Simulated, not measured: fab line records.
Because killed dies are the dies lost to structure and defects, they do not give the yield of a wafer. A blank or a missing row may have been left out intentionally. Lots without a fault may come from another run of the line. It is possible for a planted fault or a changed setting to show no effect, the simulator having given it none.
What tool caused it? / flow sky130 / 72 wafers from 24 lots sampled at 6 of the route's 708 steps

== WHAT THE GAUGES SHOWED, per wafer ==
SKY_METAL2_OVL_MEAS_16.
lot=L074; measured=day 35 21:50; on=overlay-02; METAL2_OVL (nm)=6 2 -5
lot=L075; measured=day 35 22:11; on=overlay-02; METAL2_OVL (nm)=-9 -4 -1
lot=L076; measured=day 36 08:13; on=overlay-02; METAL2_OVL (nm)=-1 -1 5
lot=L077; measured=day 36 11:32; on=overlay-01; METAL2_OVL (nm)=-6 -5 -10
lot=L078; measured=day 37 01:28; on=overlay-01; METAL2_OVL (nm)=0 -2 0
lot=L079; measured=day 37 16:42; on=overlay-01; METAL2_OVL (nm)=2 -6 1
lot=L081; measured=day 37 18:07; on=overlay-02; METAL2_OVL (nm)=-9 -9 -10
lot=L080; measured=day 37 17:03; on=overlay-02; METAL2_OVL (nm)=-6 -3 8
lot=L082; measured=day 37 23:24; on=overlay-02; METAL2_OVL (nm)=2 3 1
lot=L083; measured=day 38 14:48; on=overlay-02; METAL2_OVL (nm)=-13 -8 -7
lot=L084; measured=day 38 15:40; on=overlay-02; METAL2_OVL (nm)=-2 -2 2
lot=L086; measured=day 39 04:43; on=overlay-02; METAL2_OVL (nm)=4 9 -2
lot=L085; measured=day 39 06:49; on=overlay-01; METAL2_OVL (nm)=-3 -9 -6
lot=L089; measured=day 40 01:58; on=overlay-02; METAL2_OVL (nm)=1 -8 -5
lot=L088; measured=day 40 04:24; on=overlay-02; METAL2_OVL (nm)=-5 -7 -9
lot=L087; measured=day 40 06:34; on=overlay-01; METAL2_OVL (nm)=5 1 -8
lot=L090; measured=day 40 06:40; on=overlay-02; METAL2_OVL (nm)=8 9 2
lot=L092; measured=day 41 02:12; on=overlay-01; METAL2_OVL (nm)=4 8 -2
lot=L091; measured=day 41 03:04; on=overlay-02; METAL2_OVL (nm)=2 -11 -1
lot=L093; measured=day 41 08:37; on=overlay-01; METAL2_OVL (nm)=1 3 -4
lot=L094; measured=day 41 08:58; on=overlay-02; METAL2_OVL (nm)=0 4 4
lot=L095; measured=day 41 21:42; on=overlay-02; METAL2_OVL (nm)=-2 -4 4
lot=L097; measured=day 42 04:37; on=overlay-02; METAL2_OVL (nm)=5 -1 -6
lot=L096; measured=day 42 08:40; on=overlay-01; METAL2_OVL (nm)=-2 4 -4

SKY_PASSIVATION_THK_MEAS_01.
lot=L074; measured=day 44 09:08; on=film metro-02; PASSIVATION_CVD_00_THK (nm)=90.5 91.5 91.1
lot=L075; measured=day 44 10:46; on=film metro-04; PASSIVATION_CVD_00_THK (nm)=89.2 89.7 89.1
lot=L076; measured=day 44 18:21; on=film metro-04; PASSIVATION_CVD_00_THK (nm)=91.5 92.2 89.0
lot=L077; measured=day 44 20:04; on=film metro-02; PASSIVATION_CVD_00_THK (nm)=88.1 90.3 90.8
lot=L078; measured=day 45 13:38; on=film metro-02; PASSIVATION_CVD_00_THK (nm)=89.0 88.2 89.7
lot=L079; measured=day 45 21:07; on=film metro-01; PASSIVATION_CVD_00_THK (nm)=89.3 89.6 92.0
lot=L081; measured=day 46 03:07; on=film metro-04; PASSIVATION_CVD_00_THK (nm)=90.5 90.3 91.1
lot=L080; measured=day 46 01:02; on=film metro-04; PASSIVATION_CVD_00_THK (nm)=89.1 88.6 88.1
lot=L082; measured=day 46 08:04; on=film metro-01; PASSIVATION_CVD_00_THK (nm)=86.7 88.9 90.6
lot=L083; measured=day 46 17:20; on=film metro-04; PASSIVATION_CVD_00_THK (nm)=89.7 87.8 90.6
lot=L084; measured=day 46 17:37; on=film metro-04; PASSIVATION_CVD_00_THK (nm)=91.2 91.8 92.7
lot=L086; measured=day 47 09:26; on=film metro-02; PASSIVATION_CVD_00_THK (nm)=90.4 91.3 92.2
lot=L085; measured=day 47 10:42; on=film metro-04; PASSIVATION_CVD_00_THK (nm)=90.9 91.0 93.6
lot=L089; measured=day 47 22:15; on=film metro-04; PASSIVATION_CVD_00_THK (nm)=91.3 88.0 92.3
lot=L088; measured=day 48 02:58; on=film metro-04; PASSIVATION_CVD_00_THK (nm)=92.3 90.2 92.5
lot=L087; measured=day 48 05:33; on=film metro-02; PASSIVATION_CVD_00_THK (nm)=89.4 91.1 90.1
lot=L090; measured=day 48 07:45; on=film metro-02; PASSIVATION_CVD_00_THK (nm)=89.7 89.7 88.4
lot=L092; measured=day 48 19:01; on=film metro-02; PASSIVATION_CVD_00_THK (nm)=90.0 92.0 90.5
lot=L091; measured=day 48 20:49; on=film metro-01; PASSIVATION_CVD_00_THK (nm)=89.0 90.8 90.9
lot=L093; measured=day 49 03:04; on=film metro-01; PASSIVATION_CVD_00_THK (nm)=88.7 91.5 90.3
lot=L094; measured=day 49 04:22; on=film metro-04; PASSIVATION_CVD_00_THK (nm)=88.7 89.9 89.0
lot=L095; measured=day 49 08:31; on=film metro-01; PASSIVATION_CVD_00_THK (nm)=90.2 89.4 91.2
lot=L097; measured=day 49 14:06; on=film metro-04; PASSIVATION_CVD_00_THK (nm)=89.5 88.7 89.8
lot=L096; measured=day 49 18:24; on=film metro-04; PASSIVATION_CVD_00_THK (nm)=88.2 90.9 89.5

== TOOL THAT RAN EACH LOT (tool first, then ch and the chambers of the sampled wafers, then the start) ==
lot=L074; SKY_CONTACT_ETCH_16=rie diel-02 ch 0,1,2, day 31 22:02; SKY_METAL1_STRIP_20=plasma asher-01 ch 0,1, day 33 02:59; SKY_METAL2_SPUTTER_04=pvd sputter-04, day 34 09:01; SKY_VIA3_STRIP_16=plasma asher-02 ch 0,1, day 40 05:29
lot=L075; SKY_CONTACT_ETCH_16=rie diel-01 ch 0,2,3, day 31 22:10; SKY_METAL1_STRIP_20=plasma asher-03 ch 0,1, day 33 03:17; SKY_METAL2_SPUTTER_04=pvd sputter-01, day 34 09:29; SKY_VIA3_STRIP_16=plasma asher-04 ch 0,1, day 40 05:33
lot=L076; SKY_CONTACT_ETCH_16=rie diel-02 ch 0,1, day 32 08:32; SKY_METAL1_STRIP_20=plasma asher-02 ch 0,1, day 33 13:08; SKY_METAL2_SPUTTER_04=pvd sputter-04, day 35 18:28; SKY_VIA3_STRIP_16=plasma asher-01 ch 0,1, day 40 16:08
lot=L077; SKY_CONTACT_ETCH_16=rie diel-01 ch 0,1,3, day 32 12:43; SKY_METAL1_STRIP_20=plasma asher-03 ch 0,1, day 33 16:19; SKY_METAL2_SPUTTER_04=pvd sputter-04, day 35 19:25; SKY_VIA3_STRIP_16=plasma asher-02 ch 0,1, day 40 17:14
lot=L078; SKY_CONTACT_ETCH_16=rie diel-03 ch 0,3, day 33 08:07; SKY_METAL1_STRIP_20=plasma asher-02 ch 0,1, day 34 13:02; SKY_METAL2_SPUTTER_04=pvd sputter-01, day 36 01:13; SKY_VIA3_STRIP_16=plasma asher-01 ch 1, day 41 10:30
lot=L079; SKY_CONTACT_ETCH_16=rie diel-03 ch 1,2, day 33 20:04; SKY_METAL1_STRIP_20=plasma asher-03 ch 0,1, day 35 19:06; SKY_METAL2_SPUTTER_04=pvd sputter-04, day 36 15:43; SKY_VIA3_STRIP_16=plasma asher-01 ch 0,1, day 41 23:21
lot=L081; SKY_CONTACT_ETCH_16=rie diel-02 ch 0,1,3, day 33 20:53; SKY_METAL1_STRIP_20=plasma asher-03 ch 0,1, day 35 19:20; SKY_METAL2_SPUTTER_04=pvd sputter-01, day 36 16:55; SKY_VIA3_STRIP_16=plasma asher-02 ch 0,1, day 42 02:05
lot=L080; SKY_CONTACT_ETCH_16=rie diel-03 ch 0,2,3, day 33 21:01; SKY_METAL1_STRIP_20=plasma asher-02 ch 0,1, day 35 19:17; SKY_METAL2_SPUTTER_04=pvd sputter-04, day 36 16:34; SKY_VIA3_STRIP_16=plasma asher-01 ch 0,1, day 42 01:03
lot=L082; SKY_CONTACT_ETCH_16=rie diel-01 ch 0,1,3, day 34 05:05; SKY_METAL1_STRIP_20=plasma asher-02 ch 0,1, day 35 21:44; SKY_METAL2_SPUTTER_04=pvd sputter-01, day 36 22:43; SKY_VIA3_STRIP_16=plasma asher-02 ch 0,1, day 42 08:54
lot=L083; SKY_CONTACT_ETCH_16=rie diel-01 ch 0,1, day 35 17:39; SKY_METAL1_STRIP_20=plasma asher-02 ch 0,1, day 36 10:20; SKY_METAL2_SPUTTER_04=pvd sputter-04, day 37 14:07; SKY_VIA3_STRIP_16=plasma asher-01 ch 0,1, day 42 19:12
lot=L084; SKY_CONTACT_ETCH_16=rie diel-03 ch 0,2,3, day 35 17:46; SKY_METAL1_STRIP_20=plasma asher-03 ch 0,1, day 36 11:38; SKY_METAL2_SPUTTER_04=pvd sputter-01, day 37 14:47; SKY_VIA3_STRIP_16=plasma asher-04 ch 0,1, day 42 22:21
lot=L086; SKY_CONTACT_ETCH_16=rie diel-01 ch 0,3, day 35 23:17; SKY_METAL1_STRIP_20=plasma asher-02 ch 0,1, day 37 00:37; SKY_METAL2_SPUTTER_04=pvd sputter-04, day 38 03:37; SKY_VIA3_STRIP_16=plasma asher-02 ch 0,1, day 43 12:15
lot=L085; SKY_CONTACT_ETCH_16=rie diel-03 ch 0,2,3, day 35 23:53; SKY_METAL1_STRIP_20=plasma asher-03 ch 0,1, day 37 01:55; SKY_METAL2_SPUTTER_04=pvd sputter-01, day 38 05:17; SKY_VIA3_STRIP_16=plasma asher-02 ch 0,1, day 43 13:56
lot=L089; SKY_CONTACT_ETCH_16=rie diel-01 ch 0,2,3, day 36 18:26; SKY_METAL1_STRIP_20=plasma asher-02 ch 0,1, day 37 20:59; SKY_METAL2_SPUTTER_04=pvd sputter-01, day 39 01:04; SKY_VIA3_STRIP_16=plasma asher-04 ch 0,1, day 44 04:54
lot=L088; SKY_CONTACT_ETCH_16=rie diel-03 ch 0,1,2, day 36 20:29; SKY_METAL1_STRIP_20=plasma asher-03 ch 0,1, day 37 23:11; SKY_METAL2_SPUTTER_04=pvd sputter-04, day 39 03:51; SKY_VIA3_STRIP_16=plasma asher-01 ch 0,1, day 44 08:56
lot=L087; SKY_CONTACT_ETCH_16=rie diel-02 ch 1,3, day 36 21:40; SKY_METAL1_STRIP_20=plasma asher-01 ch 0,1, day 38 00:06; SKY_METAL2_SPUTTER_04=pvd sputter-04, day 39 05:17; SKY_VIA3_STRIP_16=plasma asher-01 ch 0,1, day 44 11:36
lot=L090; SKY_CONTACT_ETCH_16=rie diel-01 ch 0,1, day 36 22:41; SKY_METAL1_STRIP_20=plasma asher-03 ch 0,1, day 38 01:05; SKY_METAL2_SPUTTER_04=pvd sputter-01, day 39 05:21; SKY_VIA3_STRIP_16=plasma asher-02 ch 0,1, day 44 13:13
lot=L092; SKY_CONTACT_ETCH_16=rie diel-03 ch 0,1,3, day 37 18:37; SKY_METAL1_STRIP_20=plasma asher-02 ch 0,1, day 38 21:16; SKY_METAL2_SPUTTER_04=pvd sputter-01, day 40 01:58; SKY_VIA3_STRIP_16=plasma asher-02 ch 0,1, day 45 04:50
lot=L091; SKY_CONTACT_ETCH_16=rie diel-03 ch 0,1,2, day 37 20:31; SKY_METAL1_STRIP_20=plasma asher-01 ch 0,1, day 38 23:14; SKY_METAL2_SPUTTER_04=pvd sputter-04, day 40 03:13; SKY_VIA3_STRIP_16=plasma asher-04 ch 1, day 45 05:59
lot=L093; SKY_CONTACT_ETCH_16=rie diel-01 ch 0,1, day 37 23:32; SKY_METAL1_STRIP_20=plasma asher-02 ch 0,1, day 39 02:47; SKY_METAL2_SPUTTER_04=pvd sputter-01, day 40 07:51; SKY_VIA3_STRIP_16=plasma asher-04 ch 0,1, day 45 11:52
lot=L094; SKY_CONTACT_ETCH_16=rie diel-02 ch 0,2, day 38 01:49; SKY_METAL1_STRIP_20=plasma asher-02 ch 0,1, day 39 04:36; SKY_METAL2_SPUTTER_04=pvd sputter-04, day 40 08:45; SKY_VIA3_STRIP_16=plasma asher-02 ch 0,1, day 45 12:21
lot=L095; SKY_CONTACT_ETCH_16=rie diel-03 ch 0,1,3, day 38 17:09; SKY_METAL1_STRIP_20=plasma asher-03 ch 0,1, day 39 19:45; SKY_METAL2_SPUTTER_04=pvd sputter-04, day 40 22:05; SKY_VIA3_STRIP_16=plasma asher-04 ch 0,1, day 45 20:11
lot=L097; SKY_CONTACT_ETCH_16=rie diel-03 ch 1,3, day 38 22:59; SKY_METAL1_STRIP_20=plasma asher-02 ch 0,1, day 40 01:31; SKY_METAL2_SPUTTER_04=pvd sputter-02, day 41 04:07; SKY_VIA3_STRIP_16=plasma asher-04 ch 0,1, day 46 02:12
lot=L096; SKY_CONTACT_ETCH_16=rie diel-02 ch 0,2, day 39 00:51; SKY_METAL1_STRIP_20=plasma asher-01 ch 0,1, day 40 02:45; SKY_METAL2_SPUTTER_04=pvd sputter-04, day 41 07:43; SKY_VIA3_STRIP_16=plasma asher-02 ch 0,1, day 46 08:00
- SKY_CONTACT_ETCH_16: etches BARC in N2/H2, stops on SiO2, time 45.9 s, target depth 60 nm.
- SKY_METAL1_STRIP_20: strips in O2/N2.
- SKY_METAL2_SPUTTER_04: material TiN, target thk 70 nm, time 58.3 s.
- SKY_VIA3_STRIP_16: strips in O2/N2.

== AS READ BY THE TOOLS THEMSELVES (means over the sampled wafers that have a number; for cases with no such wafer, the mark the record gives instead) ==
SKY_CONTACT_ETCH_16.
lot=L074; tool=rie diel-02; drypump motor current A (A)=5.9; n2 flow sccm (sccm)=100.11; oes product au (a.u.)=0.853; throttle valve pct (%)=13.224
lot=L075; tool=rie diel-01; drypump motor current A (A)=6.1; n2 flow sccm (sccm)=99.87; oes product au (a.u.)=0.854; throttle valve pct (%)=13.227
lot=L076; tool=rie diel-02; drypump motor current A (A)=5.7; n2 flow sccm (sccm)=99.75; oes product au (a.u.)=0.855; throttle valve pct (%)=13.225
lot=L077; tool=rie diel-01; drypump motor current A (A)=5.8; n2 flow sccm (sccm)=100.14; oes product au (a.u.)=0.855; throttle valve pct (%)=13.227
lot=L078; tool=rie diel-03; drypump motor current A (A)=6.2; n2 flow sccm (sccm)=100.16; oes product au (a.u.)=0.855; throttle valve pct (%)=13.230
lot=L079; tool=rie diel-03; drypump motor current A (A)=6.0; n2 flow sccm (sccm)=100.44; oes product au (a.u.)=0.857; throttle valve pct (%)=13.226
lot=L081; tool=rie diel-02; drypump motor current A (A)=5.5; n2 flow sccm (sccm)=100.11; oes product au (a.u.)=0.851; throttle valve pct (%)=13.228
lot=L080; tool=rie diel-03; drypump motor current A (A)=6.1; n2 flow sccm (sccm)=100.07; oes product au (a.u.)=0.856; throttle valve pct (%)=13.224
lot=L082; tool=rie diel-01; drypump motor current A (A)=5.9; n2 flow sccm (sccm)=100.20; oes product au (a.u.)=0.851; throttle valve pct (%)=13.230
lot=L083; tool=rie diel-01; drypump motor current A (A)=5.5; n2 flow sccm (sccm)=100.04; oes product au (a.u.)=0.857; throttle valve pct (%)=13.230
lot=L084; tool=rie diel-03; drypump motor current A (A)=6.2; n2 flow sccm (sccm)=99.87; oes product au (a.u.)=0.855; throttle valve pct (%)=13.219
lot=L086; tool=rie diel-01; drypump motor current A (A)=6.2; n2 flow sccm (sccm)=100.08; oes product au (a.u.)=0.852; throttle valve pct (%)=13.225
lot=L085; tool=rie diel-03; drypump motor current A (A)=6.2; n2 flow sccm (sccm)=100.15; oes product au (a.u.)=0.858; throttle valve pct (%)=13.223
lot=L089; tool=rie diel-01; drypump motor current A (A)=6.1; n2 flow sccm (sccm)=99.73; oes product au (a.u.)=0.859; throttle valve pct (%)=13.224
lot=L088; tool=rie diel-03; drypump motor current A (A)=6.0; n2 flow sccm (sccm)=99.99; oes product au (a.u.)=0.853; throttle valve pct (%)=13.226
lot=L087; tool=rie diel-02; drypump motor current A (A)=5.2; n2 flow sccm (sccm)=100.21; oes product au (a.u.)=0.852; throttle valve pct (%)=13.226
lot=L090; tool=rie diel-01; drypump motor current A (A)=5.5; n2 flow sccm (sccm)=99.83; oes product au (a.u.)=0.859; throttle valve pct (%)=13.223
lot=L092; tool=rie diel-03; drypump motor current A (A)=6.0; n2 flow sccm (sccm)=99.89; oes product au (a.u.)=0.851; throttle valve pct (%)=13.230
lot=L091; tool=rie diel-03; drypump motor current A (A)=6.0; n2 flow sccm (sccm)=99.86; oes product au (a.u.)=0.856; throttle valve pct (%)=13.217
lot=L093; tool=rie diel-01; drypump motor current A (A)=5.5; n2 flow sccm (sccm)=100.08; oes product au (a.u.)=0.852; throttle valve pct (%)=13.226
lot=L094; tool=rie diel-02; drypump motor current A (A)=6.0; n2 flow sccm (sccm)=99.78; oes product au (a.u.)=0.852; throttle valve pct (%)=13.219
lot=L095; tool=rie diel-03; drypump motor current A (A)=6.0; n2 flow sccm (sccm)=99.93; oes product au (a.u.)=0.855; throttle valve pct (%)=13.233
lot=L097; tool=rie diel-03; drypump motor current A (A)=5.9; n2 flow sccm (sccm)=100.10; oes product au (a.u.)=0.854; throttle valve pct (%)=13.218
lot=L096; tool=rie diel-02; drypump motor current A (A)=5.8; n2 flow sccm (sccm)=99.97; oes product au (a.u.)=0.853; throttle valve pct (%)=13.225

SKY_METAL1_STRIP_20.
lot=L074; tool=plasma asher-01; drypump motor current A (A)=5.1; n2 flow sccm (sccm)=300.7; oes product au (a.u.)=0.343; strip time to endpoint s (s)=2.67
lot=L075; tool=plasma asher-03; drypump motor current A (A)=5.5; n2 flow sccm (sccm)=299.7; oes product au (a.u.)=0.341; strip time to endpoint s (s)=2.63
lot=L076; tool=plasma asher-02; drypump motor current A (A)=5.3; n2 flow sccm (sccm)=300.6; oes product au (a.u.)=0.335; strip time to endpoint s (s)=2.65
lot=L077; tool=plasma asher-03; drypump motor current A (A)=5.4; n2 flow sccm (sccm)=300.1; oes product au (a.u.)=0.343; strip time to endpoint s (s)=2.68
lot=L078; tool=plasma asher-02; drypump motor current A (A)=5.7; n2 flow sccm (sccm)=299.6; oes product au (a.u.)=0.340; strip time to endpoint s (s)=2.57
lot=L079; tool=plasma asher-03; drypump motor current A (A)=5.5; n2 flow sccm (sccm)=300.1; oes product au (a.u.)=0.343; strip time to endpoint s (s)=2.65
lot=L081; tool=plasma asher-03; drypump motor current A (A)=5.5; n2 flow sccm (sccm)=301.0; oes product au (a.u.)=0.341; strip time to endpoint s (s)=2.58
lot=L080; tool=plasma asher-02; drypump motor current A (A)=5.4; n2 flow sccm (sccm)=299.9; oes product au (a.u.)=0.340; strip time to endpoint s (s)=2.62
lot=L082; tool=plasma asher-02; drypump motor current A (A)=5.7; n2 flow sccm (sccm)=299.5; oes product au (a.u.)=0.337; strip time to endpoint s (s)=2.60
lot=L083; tool=plasma asher-02; drypump motor current A (A)=5.4; n2 flow sccm (sccm)=299.7; oes product au (a.u.)=0.338; strip time to endpoint s (s)=2.59
lot=L084; tool=plasma asher-03; drypump motor current A (A)=5.4; n2 flow sccm (sccm)=300.2; oes product au (a.u.)=0.330; strip time to endpoint s (s)=2.56
lot=L086; tool=plasma asher-02; drypump motor current A (A)=5.4; n2 flow sccm (sccm)=300.0; oes product au (a.u.)=0.338; strip time to endpoint s (s)=2.59
lot=L085; tool=plasma asher-03; drypump motor current A (A)=5.5; n2 flow sccm (sccm)=300.0; oes product au (a.u.)=0.341; strip time to endpoint s (s)=2.67
lot=L089; tool=plasma asher-02; drypump motor current A (A)=5.4; n2 flow sccm (sccm)=299.7; oes product au (a.u.)=0.342; strip time to endpoint s (s)=2.63
lot=L088; tool=plasma asher-03; drypump motor current A (A)=5.4; n2 flow sccm (sccm)=299.8; oes product au (a.u.)=0.336; strip time to endpoint s (s)=2.58
lot=L087; tool=plasma asher-01; drypump motor current A (A)=5.0; n2 flow sccm (sccm)=299.7; oes product au (a.u.)=0.334; strip time to endpoint s (s)=2.63
lot=L090; tool=plasma asher-03; drypump motor current A (A)=5.4; n2 flow sccm (sccm)=300.2; oes product au (a.u.)=0.344; strip time to endpoint s (s)=2.59
lot=L092; tool=plasma asher-02; drypump motor current A (A)=5.7; n2 flow sccm (sccm)=300.4; oes product au (a.u.)=0.342; strip time to endpoint s (s)=2.65
lot=L091; tool=plasma asher-01; drypump motor current A (A)=4.9; n2 flow sccm (sccm)=300.3; oes product au (a.u.)=0.344; strip time to endpoint s (s)=2.64
lot=L093; tool=plasma asher-02; drypump motor current A (A)=5.3; n2 flow sccm (sccm)=299.7; oes product au (a.u.)=0.341; strip time to endpoint s (s)=2.62
lot=L094; tool=plasma asher-02; drypump motor current A (A)=5.4; n2 flow sccm (sccm)=300.8; oes product au (a.u.)=0.343; strip time to endpoint s (s)=2.63
lot=L095; tool=plasma asher-03; drypump motor current A (A)=5.5; n2 flow sccm (sccm)=300.9; oes product au (a.u.)=0.340; strip time to endpoint s (s)=2.62
lot=L097; tool=plasma asher-02; drypump motor current A (A)=5.8; n2 flow sccm (sccm)=300.2; oes product au (a.u.)=0.342; strip time to endpoint s (s)=2.61
lot=L096; tool=plasma asher-01; drypump motor current A (A)=4.9; n2 flow sccm (sccm)=299.4; oes product au (a.u.)=0.341; strip time to endpoint s (s)=2.67

SKY_METAL2_SPUTTER_04.
lot=L074; tool=pvd sputter-04; chamber pressure pa (Pa)=0.3998; throttle valve pct (%)=29.7
lot=L075; tool=pvd sputter-01; chamber pressure pa (Pa)=0.4003; throttle valve pct (%)=30.3
lot=L076; tool=pvd sputter-04; chamber pressure pa (Pa)=0.3996; throttle valve pct (%)=30.0
lot=L077; tool=pvd sputter-04; chamber pressure pa (Pa)=0.4006; throttle valve pct (%)=29.7
lot=L078; tool=pvd sputter-01; chamber pressure pa (Pa)=0.3998; throttle valve pct (%)=29.8
lot=L079; tool=pvd sputter-04; chamber pressure pa (Pa)=0.4003; throttle valve pct (%)=29.7
lot=L081; tool=pvd sputter-01; chamber pressure pa (Pa)=0.3998; throttle valve pct (%)=29.9
lot=L080; tool=pvd sputter-04; chamber pressure pa (Pa)=0.4001; throttle valve pct (%)=30.2
lot=L082; tool=pvd sputter-01; chamber pressure pa (Pa)=0.4011; throttle valve pct (%)=30.5
lot=L083; tool=pvd sputter-04; chamber pressure pa (Pa)=0.4004; throttle valve pct (%)=31.1
lot=L084; tool=pvd sputter-01; chamber pressure pa (Pa)=0.3996; throttle valve pct (%)=30.7
lot=L086; tool=pvd sputter-04; chamber pressure pa (Pa)=0.3992; throttle valve pct (%)=30.1
lot=L085; tool=pvd sputter-01; chamber pressure pa (Pa)=0.3994; throttle valve pct (%)=30.4
lot=L089; tool=pvd sputter-01; chamber pressure pa (Pa)=0.4006; throttle valve pct (%)=30.2
lot=L088; tool=pvd sputter-04; chamber pressure pa (Pa)=0.3996; throttle valve pct (%)=30.5
lot=L087; tool=pvd sputter-04; chamber pressure pa (Pa)=0.3994; throttle valve pct (%)=30.0
lot=L090; tool=pvd sputter-01; chamber pressure pa (Pa)=0.4003; throttle valve pct (%)=30.1
lot=L092; tool=pvd sputter-01; chamber pressure pa (Pa)=0.4007; throttle valve pct (%)=30.5
lot=L091; tool=pvd sputter-04; chamber pressure pa (Pa)=0.4002; throttle valve pct (%)=29.1
lot=L093; tool=pvd sputter-01; chamber pressure pa (Pa)=0.3992; throttle valve pct (%)=30.4
lot=L094; tool=pvd sputter-04; chamber pressure pa (Pa)=0.4005; throttle valve pct (%)=30.5
lot=L095; tool=pvd sputter-04; chamber pressure pa (Pa)=0.3999; throttle valve pct (%)=30.6
lot=L097; tool=pvd sputter-02; chamber pressure pa (Pa)=0.3997; throttle valve pct (%)=29.1
lot=L096; tool=pvd sputter-04; chamber pressure pa (Pa)=0.3999; throttle valve pct (%)=30.5

SKY_VIA3_STRIP_16.
lot=L074; tool=plasma asher-02; drypump motor current A (A)=5.3; n2 flow sccm (sccm)=300.2; oes product au (a.u.)=0.399; strip time to endpoint s (s)=4.14
lot=L075; tool=plasma asher-04; drypump motor current A (A)=6.1; n2 flow sccm (sccm)=300.6; oes product au (a.u.)=0.401; strip time to endpoint s (s)=4.15
lot=L076; tool=plasma asher-01; drypump motor current A (A)=4.9; n2 flow sccm (sccm)=299.8; oes product au (a.u.)=0.403; strip time to endpoint s (s)=4.17
lot=L077; tool=plasma asher-02; drypump motor current A (A)=5.4; n2 flow sccm (sccm)=299.0; oes product au (a.u.)=0.398; strip time to endpoint s (s)=4.12
lot=L078; tool=plasma asher-01; drypump motor current A (A)=4.9; n2 flow sccm (sccm)=300.3; oes product au (a.u.)=0.398; strip time to endpoint s (s)=4.17
lot=L079; tool=plasma asher-01; drypump motor current A (A)=5.1; n2 flow sccm (sccm)=300.0; oes product au (a.u.)=0.399; strip time to endpoint s (s)=4.11
lot=L081; tool=plasma asher-02; drypump motor current A (A)=5.4; n2 flow sccm (sccm)=299.4; oes product au (a.u.)=0.403; strip time to endpoint s (s)=4.14
lot=L080; tool=plasma asher-01; drypump motor current A (A)=5.0; n2 flow sccm (sccm)=299.6; oes product au (a.u.)=0.402; strip time to endpoint s (s)=4.16
lot=L082; tool=plasma asher-02; drypump motor current A (A)=5.7; n2 flow sccm (sccm)=300.5; oes product au (a.u.)=0.396; strip time to endpoint s (s)=4.10
lot=L083; tool=plasma asher-01; drypump motor current A (A)=4.9; n2 flow sccm (sccm)=299.8; oes product au (a.u.)=0.400; strip time to endpoint s (s)=4.11
lot=L084; tool=plasma asher-04; drypump motor current A (A)=6.1; n2 flow sccm (sccm)=299.8; oes product au (a.u.)=0.403; strip time to endpoint s (s)=4.14
lot=L086; tool=plasma asher-02; drypump motor current A (A)=5.7; n2 flow sccm (sccm)=299.3; oes product au (a.u.)=0.403; strip time to endpoint s (s)=4.12
lot=L085; tool=plasma asher-02; drypump motor current A (A)=5.4; n2 flow sccm (sccm)=299.7; oes product au (a.u.)=0.404; strip time to endpoint s (s)=4.12
lot=L089; tool=plasma asher-04; drypump motor current A (A)=6.4; n2 flow sccm (sccm)=299.9; oes product au (a.u.)=0.399; strip time to endpoint s (s)=4.13
lot=L088; tool=plasma asher-01; drypump motor current A (A)=5.1; n2 flow sccm (sccm)=300.1; oes product au (a.u.)=0.396; strip time to endpoint s (s)=4.11
lot=L087; tool=plasma asher-01; drypump motor current A (A)=5.1; n2 flow sccm (sccm)=299.9; oes product au (a.u.)=0.407; strip time to endpoint s (s)=4.19
lot=L090; tool=plasma asher-02; drypump motor current A (A)=5.4; n2 flow sccm (sccm)=299.8; oes product au (a.u.)=0.408; strip time to endpoint s (s)=4.19
lot=L092; tool=plasma asher-02; drypump motor current A (A)=5.4; n2 flow sccm (sccm)=299.8; oes product au (a.u.)=0.403; strip time to endpoint s (s)=4.13
lot=L091; tool=plasma asher-04; drypump motor current A (A)=5.8; n2 flow sccm (sccm)=300.8; oes product au (a.u.)=0.399; strip time to endpoint s (s)=4.22
lot=L093; tool=plasma asher-04; drypump motor current A (A)=6.1; n2 flow sccm (sccm)=300.7; oes product au (a.u.)=0.399; strip time to endpoint s (s)=4.16
lot=L094; tool=plasma asher-02; drypump motor current A (A)=5.7; n2 flow sccm (sccm)=299.7; oes product au (a.u.)=0.399; strip time to endpoint s (s)=4.13
lot=L095; tool=plasma asher-04; drypump motor current A (A)=6.1; n2 flow sccm (sccm)=300.3; oes product au (a.u.)=0.402; strip time to endpoint s (s)=4.12
lot=L097; tool=plasma asher-04; drypump motor current A (A)=6.3; n2 flow sccm (sccm)=300.1; oes product au (a.u.)=0.405; strip time to endpoint s (s)=4.17
lot=L096; tool=plasma asher-02; drypump motor current A (A)=5.4; n2 flow sccm (sccm)=299.1; oes product au (a.u.)=0.403; strip time to endpoint s (s)=4.18

== THE ANSWER, worked out from the rows above alone ==
Rule: the usual values come from the lots themselves. Put in order of their means at a reading, lots are off if they are a third of the lots or fewer, leave a main group of 4 or more, and stand apart from it by a gap of 3 or more times the standard deviation of the main group's means; of several such gaps the widest counts. A main group whose means are all the same, to the digits that the tables above print for the reading, isn't used. A lot without any number at a reading at which 4 lots or more have one is off too. Where the step has rows for the other lots, those lots are counted as sound. After the gauges, taken in route order, come the tools' own readings; for these a lot's mean is taken, as printed above. At the first step where some lot is off, the reading lying furthest off is the one used; lots without a number count as furthest.
None of the lots is off at any reading shown; this tells nothing.

== WHAT HAD BEEN PUT IN BY THE SIMULATOR ==
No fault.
